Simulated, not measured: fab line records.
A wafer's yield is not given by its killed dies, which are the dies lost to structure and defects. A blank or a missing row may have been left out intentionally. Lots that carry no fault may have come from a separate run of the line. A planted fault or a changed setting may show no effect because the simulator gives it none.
Problem report, 8D (eight disciplines) form, completed by code -- flow sky130 -- the parts of the form that need people (team, actions taken, sign-off) are left out

1. PROBLEM STATEMENT
Mean of killed_at_M0_to_M3 at SKY_PAD_OPEN_PROBE_99: 94 across 3 wafers in 3 lots; on wafers with no fault it is 43 (standard deviation 7.1). Relative to the usual mean, that is a shift of +7.2 standard deviations.
The first sign was on wafer L824.3 at day 48 19:51, on prober-02. The record holds 39 wafers of 13 lots with a number at this step. Rule for "out", or "out of limits": more than 4 standard deviations from the usual mean. All remaining wafers that have a number are taken as sound.

2. WHAT IT IS; WHAT IT IS NOT
question,is,is not
which readings at this step,killed_at_M0_to_M3,"killed_at_M4_up, killedAtContacts, killedAtFrontEnd, killedAtOther, killedOpen, killedShort, sort_bin_6_memory"
which lots,"L824, L827, L829","L818, L819, L820, L821, L822, L825, L834, L835, L836, L837"
which wafers of those lots,"L824.3, L827.6, L829.3","L824.1, L824.5, L827.4, L827.5, L829.2, L829.4"
read on which tools,"prober-01, prober-02",-
when,from day 48 19:51,"up to then (16 sound wafers); but 20 sound wafers of L824, L825, L827, L829, L834, L835, L836, L837 came after"

3. THE SUSPECTS, EACH WITH WHAT RULES IT OUT
Counting: any tool at a process step up to the reading remains a suspect provided it ran every lot that is out. Sound lots after the first of them don't rule it out here, since some wafers of a struck lot are sound.
- pvdSputter-02 at SKY_METAL1_SPUTTER_04 (material TiN, target thk 70 nm, time 58.3 s): kept. Ran every lot that is out, first one L824 (day 35 10:12); last sound lot up to then L822 (day 35 05:23).
Left after counting: pvdSputter-02 at SKY_METAL1_SPUTTER_04.

4. THE CAUSE (what the simulator had put in)
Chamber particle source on pvdSputter-02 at SKY_METAL1_SPUTTER_04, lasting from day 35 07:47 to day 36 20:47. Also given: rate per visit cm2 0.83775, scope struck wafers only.
Only this tool survived the counting.

5. THE CHAIN OF EFFECTS, in route order
Rows list readings where the struck wafers' mean (over those with a number) sits beyond 3 standard deviations from the usual. Only readings whose record carries a usual standard deviation are examined. hours: median over the lots of the time between each lot's start at the first step of this table that gives one and its start at this step. sigmas: the change, counted in usual standard deviations.
hours,step,reading,usual,on struck wafers,change,sigmas
0,SKY_PAD_OPEN_PROBE_99,defectLimitedYield,82.7 %,73.9,-8.8,-4.6
0,SKY_PAD_OPEN_PROBE_99,killed_at_M0_to_M3,43,94,+51,+7.2
0,SKY_PAD_OPEN_PROBE_99,killedDies,85,129,+44,+4.6
0,SKY_PAD_OPEN_PROBE_99,sort_bin_3_pad_short,0.8 %,2.9,+2.1,+5.5
0,SKY_PAD_OPEN_PROBE_99,sort_bin_5_function,10.3 %,15.9,+5.6,+3.7
0,SKY_PAD_OPEN_PROBE_99,sortNPass,407,363,-44,-4.6
0,SKY_PAD_OPEN_PROBE_99,sortYieldPct,82.7 %,73.9,-8.8,-4.6
Process steps it contains:
- SKY_PAD_OPEN_PROBE_99

6. WHAT WOULD HAVE CAUGHT IT SOONER
324 hours passed between the start of the fault at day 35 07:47 and the first reading out of limits in this record, taken at day 48 19:51.
No tool reading at SKY_METAL1_SPUTTER_04 that has a usual standard deviation in the record was out on any struck wafer, so an alarm limit of 4 standard deviations on those readings would not have fired.
By day 48 19:51, every lot that is out (3) had started SKY_METAL1_SPUTTER_04 on pvdSputter-02. A hold on the tool at that time would have spared none of them.
